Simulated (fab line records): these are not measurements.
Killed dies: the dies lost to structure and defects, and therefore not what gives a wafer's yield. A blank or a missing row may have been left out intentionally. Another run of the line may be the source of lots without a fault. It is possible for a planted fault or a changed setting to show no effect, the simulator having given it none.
Which tool is to blame? | flow gf180mcu | Sampling: 13 lots, 39 wafers, 6 of 602 route steps

## WHAT EACH GAUGE READ, for each wafer
GF_M4_OVL_MEAS_15.
lot  | measured     | on         | M4_OVL (nm)
L840 | day 23 07:25 | overlay-02 | -9 -7 -8
L841 | day 23 18:23 | overlay-02 | 1 0 3
L842 | day 24 03:28 | overlay-02 | -6 -10 -14
L843 | day 24 16:58 | overlay-01 | -5 4 3
L844 | day 24 23:50 | overlay-01 | 0 -10 -5
L845 | day 25 04:28 | overlay-02 | 9 6 8
L846 | day 25 13:23 | overlay-01 | -10 -10 -2
L848 | day 26 06:46 | overlay-02 | -1 1 -2
L851 | day 27 08:28 | overlay-02 | 7 2 4
L852 | day 27 11:46 | overlay-02 | -11 -9 -12
L859 | day 29 12:10 | overlay-02 | 2 -6 -1
L862 | day 30 06:29 | overlay-01 | -3 -8 -4
L863 | day 30 13:46 | overlay-01 | 0 1 -2

GF_V5_THK_MEAS_25: measures by xrf.
lot  | measured     | on           | V5_W_THK (nm)
L840 | day 27 04:13 | filmMetro-01 | 362 367 363
L841 | day 27 13:48 | filmMetro-03 | 358 355 354
L842 | day 27 22:08 | filmMetro-01 | 360 363 363
L843 | day 28 09:23 | filmMetro-01 | 357 355 353
L844 | day 28 15:05 | filmMetro-03 | 355 356 357
L845 | day 28 19:35 | filmMetro-04 | 353 357 346
L846 | day 29 03:32 | filmMetro-04 | 344 347 346
L848 | day 29 19:39 | filmMetro-04 | 347 341 351
L851 | day 30 19:05 | filmMetro-04 | 352 352 348
L852 | day 30 21:58 | filmMetro-04 | 347 349 352
L859 | day 32 16:20 | filmMetro-03 | 352 352 354
L862 | day 33 08:49 | filmMetro-01 | 356 361 363
L863 | day 33 14:45 | filmMetro-03 | 352 357 350

GF_TOP_METAL_RS_MEAS_05: measures by four-point-probe.
lot  | measured     | on           | TOP_METAL_ALCU_RS (ohm/sq)
L840 | day 27 04:48 | filmMetro-04 | 0.0334 0.0335 0.0332
L841 | day 27 14:25 | filmMetro-04 | 0.0330 0.0329 0.0328
L842 | day 27 22:43 | filmMetro-04 | 0.0327 0.0325 0.0325
L843 | day 28 10:15 | filmMetro-03 | 0.0325 0.0323 0.0326
L844 | day 28 15:41 | filmMetro-04 | 0.0326 0.0326 0.0330
L845 | day 28 20:10 | filmMetro-03 | 0.0326 0.0324 0.0325
L846 | day 29 04:07 | filmMetro-03 | 0.0326 0.0329 0.0326
L848 | day 29 20:14 | filmMetro-03 | 0.0326 0.0327 0.0324
L851 | day 30 19:41 | filmMetro-02 | 0.0324 0.0326 0.0329
L852 | day 30 22:33 | filmMetro-04 | 0.0330 0.0329 0.0182 0.0330 0.0330 0.0182
L859 | day 32 16:55 | filmMetro-04 | 0.0330 0.0333 0.0333
L862 | day 33 09:25 | filmMetro-04 | 0.0325 0.0327 0.0323
L863 | day 33 15:20 | filmMetro-04 | 0.0330 0.0328 0.0324

GF_TOP_METAL_THK_MEAS_06: measures by xrf.
lot  | measured     | on           | TOP_METAL_ALCU_THK (nm)
L840 | day 27 04:55 | filmMetro-04 | 903 902 910
L841 | day 27 14:30 | filmMetro-04 | 918 927 921
L842 | day 27 22:50 | filmMetro-04 | 927 932 930
L843 | day 28 10:22 | filmMetro-03 | 938 943 931
L844 | day 28 15:47 | filmMetro-04 | 929 931 916
L845 | day 28 20:17 | filmMetro-03 | 932 937 933
L846 | day 29 04:14 | filmMetro-03 | 935 923 932
L848 | day 29 20:21 | filmMetro-03 | 936 933 939
L851 | day 30 19:47 | filmMetro-02 | 934 927 927
L852 | day 31 01:24 | filmMetro-04 | 918 924 1674 918 922 1677
L859 | day 32 17:02 | filmMetro-04 | 921 913 910
L862 | day 33 09:31 | filmMetro-04 | 941 935 940
L863 | day 33 15:27 | filmMetro-04 | 917 929 934

## WHICH TOOL RAN EACH LOT (tool, then ch and the chambers of the sampled wafers, then the start)
lot  | GF_MIM_SPUTTER_04           | GF_TOP_METAL_SPUTTER_02
L840 | pvdSputter-01, day 24 08:43 | pvdSputter-04, day 27 04:43
L841 | pvdSputter-01, day 24 19:35 | pvdSputter-04, day 27 14:16
L842 | pvdSputter-02, day 25 04:40 | pvdSputter-04, day 27 22:37
L843 | pvdSputter-02, day 25 17:32 | pvdSputter-03, day 28 10:10
L844 | pvdSputter-02, day 26 00:26 | pvdSputter-02, day 28 15:34
L845 | pvdSputter-03, day 26 04:20 | pvdSputter-03, day 28 20:04
L846 | pvdSputter-03, day 26 13:05 | pvdSputter-03, day 29 04:01
L848 | pvdSputter-01, day 27 06:15 | pvdSputter-02, day 29 20:09
L851 | pvdSputter-03, day 28 08:02 | pvdSputter-03, day 30 19:34
L852 | pvdSputter-02, day 28 10:58 | pvdSputter-03, day 30 22:28
L859 | pvdSputter-03, day 30 09:53 | pvdSputter-04, day 32 16:49
L862 | pvdSputter-03, day 31 03:28 | pvdSputter-02, day 33 09:17
L863 | pvdSputter-01, day 31 10:34 | pvdSputter-02, day 33 15:14
- GF_MIM_SPUTTER_04: material TiN, target thk 50 nm, time 41.7 s.
- GF_TOP_METAL_SPUTTER_02: material AlCu, target thk 900 nm, time 47.82 s.

## AS READ BY THE TOOLS THEMSELVES (means over the sampled wafers that have a number; for cases with no such wafer, the mark the record gives instead)
GF_MIM_SPUTTER_04.
lot  | tool          | cathodeDcPowerW (W) | throttleValvePct (%)
L840 | pvdSputter-01 | 6500.0              | 29.3
L841 | pvdSputter-01 | 6500.8              | 30.2
L842 | pvdSputter-02 | 6499.4              | 29.0
L843 | pvdSputter-02 | 6501.1              | 28.3
L844 | pvdSputter-02 | 6500.7              | 28.8
L845 | pvdSputter-03 | 6499.4              | 30.2
L846 | pvdSputter-03 | 6500.6              | 29.8
L848 | pvdSputter-01 | 6498.8              | 29.6
L851 | pvdSputter-03 | 6499.9              | 29.7
L852 | pvdSputter-02 | 6498.5              | 29.7
L859 | pvdSputter-03 | 6499.4              | 29.2
L862 | pvdSputter-03 | 6498.4              | 29.7
L863 | pvdSputter-01 | 6499.1              | 29.6

GF_TOP_METAL_SPUTTER_02.
lot  | tool          | cathodeDcPowerW (W) | throttleValvePct (%)
L840 | pvdSputter-04 | 10599               | 30.9
L841 | pvdSputter-04 | 10600               | 30.7
L842 | pvdSputter-04 | 10600               | 30.7
L843 | pvdSputter-03 | 10599               | 29.3
L844 | pvdSputter-02 | 10600               | 30.7
L845 | pvdSputter-03 | 10598               | 29.1
L846 | pvdSputter-03 | 10600               | 29.3
L848 | pvdSputter-02 | 10602               | 29.8
L851 | pvdSputter-03 | 10599               | 29.6
L852 | pvdSputter-03 | 10601               | 29.4
L859 | pvdSputter-04 | 10600               | 30.6
L862 | pvdSputter-02 | 10601               | 30.4
L863 | pvdSputter-02 | 10601               | 30.3

## THE ANSWER, worked out from the rows above alone
Rule: the usual values come from the lots themselves. Put in order of their means at a reading, lots are off if they are a third of the lots or fewer, leave a main group of 4 or more, and stand apart from it by a gap of 3 or more times the standard deviation of the main group's means; of several such gaps the widest counts. A main group whose means are all the same, to the digits that the tables above print for the reading, isn't used. Also off: a lot with no number at a reading for which 4 or more lots have one. Any other lot the step has rows for is counted as sound. First the gauges in route order, then the tools' own readings, where a lot's mean is used as printed above. The first step at which some lot is off is used, and at that step the reading that is off furthest; a lot without a number counts as furthest.
Off: at GF_TOP_METAL_RS_MEAS_05 (TOP_METAL_ALCU_RS), L852. Mean 0.0327 ohm/sq and standard deviation 0.00027 in the main group.
A tool fits if, at a process step before that reading, it ran every lot that is off, and no sound lot after the first of them. Gauges at GF_TOP_METAL_RS_MEAS_05: tried the same way as those tools. 2 tools fit, pvdSputter-02 at GF_MIM_SPUTTER_04 and pvdSputter-03 at GF_TOP_METAL_SPUTTER_02, so this cannot tell which one it is.

## WHAT THE SIMULATOR HAD INSERTED
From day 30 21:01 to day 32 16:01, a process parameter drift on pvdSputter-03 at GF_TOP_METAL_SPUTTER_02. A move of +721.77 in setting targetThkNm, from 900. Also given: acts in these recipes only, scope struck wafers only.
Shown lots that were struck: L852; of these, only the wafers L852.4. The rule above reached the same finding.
